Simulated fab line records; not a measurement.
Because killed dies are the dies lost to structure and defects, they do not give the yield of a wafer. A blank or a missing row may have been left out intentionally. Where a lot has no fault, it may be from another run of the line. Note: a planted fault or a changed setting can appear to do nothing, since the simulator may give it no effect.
Matching of chambers || flow gf180mcu || GF_V3_CMP_04 on cmp-01: 4 sister chambers
The step polishes SiO2. 24 wafers are shown with their chamber, then 12 later ones without.

== WAFERS PAIRED WITH THEIR CHAMBERS ==
{"wafer": "L076.1", "chamber": 0, "motor current A (A)": 13.3, "time to endpoint s (s)": 81, "slurry filter dp kPa (kPa)": 13.34}
{"wafer": "L076.3", "chamber": 2, "motor current A (A)": 12.7, "time to endpoint s (s)": 74, "slurry filter dp kPa (kPa)": 13.31}
{"wafer": "L076.4", "chamber": 3, "motor current A (A)": 10.6, "time to endpoint s (s)": 75, "slurry filter dp kPa (kPa)": 13.57}
{"wafer": "L077.4", "chamber": 0, "motor current A (A)": 12.9, "time to endpoint s (s)": 83, "slurry filter dp kPa (kPa)": 13.28}
{"wafer": "L077.5", "chamber": 1, "motor current A (A)": 11.0, "time to endpoint s (s)": 89, "slurry filter dp kPa (kPa)": 13.43}
{"wafer": "L077.6", "chamber": 0, "motor current A (A)": 13.2, "time to endpoint s (s)": 83, "slurry filter dp kPa (kPa)": 13.51}
{"wafer": "L079.1", "chamber": 1, "motor current A (A)": 11.9, "time to endpoint s (s)": 85, "slurry filter dp kPa (kPa)": 13.43}
{"wafer": "L079.4", "chamber": 0, "motor current A (A)": 11.9, "time to endpoint s (s)": 87, "slurry filter dp kPa (kPa)": 13.53}
{"wafer": "L079.6", "chamber": 3, "motor current A (A)": 10.7, "time to endpoint s (s)": 86, "slurry filter dp kPa (kPa)": 13.51}
{"wafer": "L081.1", "chamber": 2, "motor current A (A)": 12.8, "time to endpoint s (s)": 81, "slurry filter dp kPa (kPa)": 13.63}
{"wafer": "L081.3", "chamber": 3, "motor current A (A)": 10.7, "time to endpoint s (s)": 72, "slurry filter dp kPa (kPa)": 13.59}
{"wafer": "L081.5", "chamber": 2, "motor current A (A)": 12.6, "time to endpoint s (s)": 80, "slurry filter dp kPa (kPa)": 13.46}
{"wafer": "L083.2", "chamber": 1, "motor current A (A)": 12.2, "time to endpoint s (s)": 87, "slurry filter dp kPa (kPa)": 13.34}
{"wafer": "L083.4", "chamber": 2, "motor current A (A)": 12.9, "time to endpoint s (s)": 92, "slurry filter dp kPa (kPa)": 13.43}
{"wafer": "L083.5", "chamber": 2, "motor current A (A)": 12.2, "time to endpoint s (s)": 84, "slurry filter dp kPa (kPa)": 13.45}
{"wafer": "L086.1", "chamber": 3, "motor current A (A)": 10.9, "time to endpoint s (s)": 78, "slurry filter dp kPa (kPa)": 13.40}
{"wafer": "L086.3", "chamber": 0, "motor current A (A)": 13.2, "time to endpoint s (s)": 80, "slurry filter dp kPa (kPa)": 13.51}
{"wafer": "L086.4", "chamber": 1, "motor current A (A)": 11.1, "time to endpoint s (s)": 88, "slurry filter dp kPa (kPa)": 13.52}
{"wafer": "L087.2", "chamber": 3, "motor current A (A)": 11.2, "time to endpoint s (s)": 82, "slurry filter dp kPa (kPa)": 13.52}
{"wafer": "L087.4", "chamber": 1, "motor current A (A)": 11.6, "time to endpoint s (s)": 84, "slurry filter dp kPa (kPa)": 13.43}
{"wafer": "L087.6", "chamber": 2, "motor current A (A)": 12.3, "time to endpoint s (s)": 87, "slurry filter dp kPa (kPa)": 13.63}
{"wafer": "L089.3", "chamber": 3, "motor current A (A)": 10.4, "time to endpoint s (s)": 83, "slurry filter dp kPa (kPa)": 13.77}
{"wafer": "L089.4", "chamber": 1, "motor current A (A)": 11.1, "time to endpoint s (s)": 90, "slurry filter dp kPa (kPa)": 13.63}
{"wafer": "L089.6", "chamber": 0, "motor current A (A)": 13.0, "time to endpoint s (s)": 84, "slurry filter dp kPa (kPa)": 13.45}

SIGNATURES, as means of the wafers listed above
{"reading": "motor current A", "chamber 0": 12.917, "chamber 1": 11.483, "chamber 2": 12.583, "chamber 3": 10.750, "scatter within a chamber": 0.409}
{"reading": "time to endpoint s", "chamber 0": 83.00, "chamber 1": 87.17, "chamber 2": 83.00, "chamber 3": 79.33, "scatter within a chamber": 4.41}
{"reading": "slurry filter dp kPa", "chamber 0": 13.4367, "chamber 1": 13.4633, "chamber 2": 13.4850, "chamber 3": 13.5600, "scatter within a chamber": 0.113}
Rule: a wafer lies at a distance from a chamber equal to the root of the sum of squares, over the readings, of (its reading less the chamber's mean, divided by the reading's scatter). If the next closest chamber is less than 2 further off than the closest, the wafer can't be placed; otherwise it belongs to the closest. The scatter is the square root of a quotient: the sum, over the shown wafers, of each reading's squared deviation from its chamber's mean, divided by wafers minus chambers.

== WAFERS MISSING THEIR CHAMBER ==
{"wafer": "L092.1", "motor current A (A)": 11.0, "time to endpoint s (s)": 71, "slurry filter dp kPa (kPa)": 13.55}
{"wafer": "L092.2", "motor current A (A)": 12.9, "time to endpoint s (s)": 79, "slurry filter dp kPa (kPa)": 13.62}
{"wafer": "L092.6", "motor current A (A)": 10.9, "time to endpoint s (s)": 79, "slurry filter dp kPa (kPa)": 13.69}
{"wafer": "L093.4", "motor current A (A)": 12.8, "time to endpoint s (s)": 73, "slurry filter dp kPa (kPa)": 13.82}
{"wafer": "L093.5", "motor current A (A)": 11.4, "time to endpoint s (s)": 84, "slurry filter dp kPa (kPa)": 13.53}
{"wafer": "L093.6", "motor current A (A)": 12.6, "time to endpoint s (s)": 89, "slurry filter dp kPa (kPa)": 13.43}
{"wafer": "L095.2", "motor current A (A)": 12.8, "time to endpoint s (s)": 79, "slurry filter dp kPa (kPa)": 13.29}
{"wafer": "L095.4", "motor current A (A)": 11.2, "time to endpoint s (s)": 89, "slurry filter dp kPa (kPa)": 13.41}
{"wafer": "L095.5", "motor current A (A)": 12.1, "time to endpoint s (s)": 83, "slurry filter dp kPa (kPa)": 13.64}
{"wafer": "L096.2", "motor current A (A)": 11.7, "time to endpoint s (s)": 82, "slurry filter dp kPa (kPa)": 13.46}
{"wafer": "L096.3", "motor current A (A)": 12.3, "time to endpoint s (s)": 79, "slurry filter dp kPa (kPa)": 13.50}
{"wafer": "L096.5", "motor current A (A)": 10.9, "time to endpoint s (s)": 89, "slurry filter dp kPa (kPa)": 13.62}

== THE CHAMBER EACH PASSED THROUGH ==
{"wafer": "L092.1", "from the rows above": "can't be placed: 3 or 1", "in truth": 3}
{"wafer": "L092.2", "from the rows above": "can't be placed: 2 or 0", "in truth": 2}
{"wafer": "L092.6", "from the rows above": "can't be placed: 3 or 1", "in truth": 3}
{"wafer": "L093.4", "from the rows above": "can't be placed: 2 or 0 or 1 or 3", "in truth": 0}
{"wafer": "L093.5", "from the rows above": "can't be placed: 1 or 3 or 2", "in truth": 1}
{"wafer": "L093.6", "from the rows above": "can't be placed: 2 or 0 or 1", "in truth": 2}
{"wafer": "L095.2", "from the rows above": "can't be placed: 0 or 2", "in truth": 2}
{"wafer": "L095.4", "from the rows above": "can't be placed: 1 or 3", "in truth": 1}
{"wafer": "L095.5", "from the rows above": "can't be placed: 2 or 1 or 0 or 3", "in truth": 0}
{"wafer": "L096.2", "from the rows above": "can't be placed: 1 or 2 or 3 or 0", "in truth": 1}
{"wafer": "L096.3", "from the rows above": "can't be placed: 2 or 0 or 1", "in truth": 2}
{"wafer": "L096.5", "from the rows above": "can't be placed: 1 or 3", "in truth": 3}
Placed correctly: 0 of 12. From these rows, 12 cannot be placed; in 12 the true chamber is one of the candidates. Wrongly placed: 0.
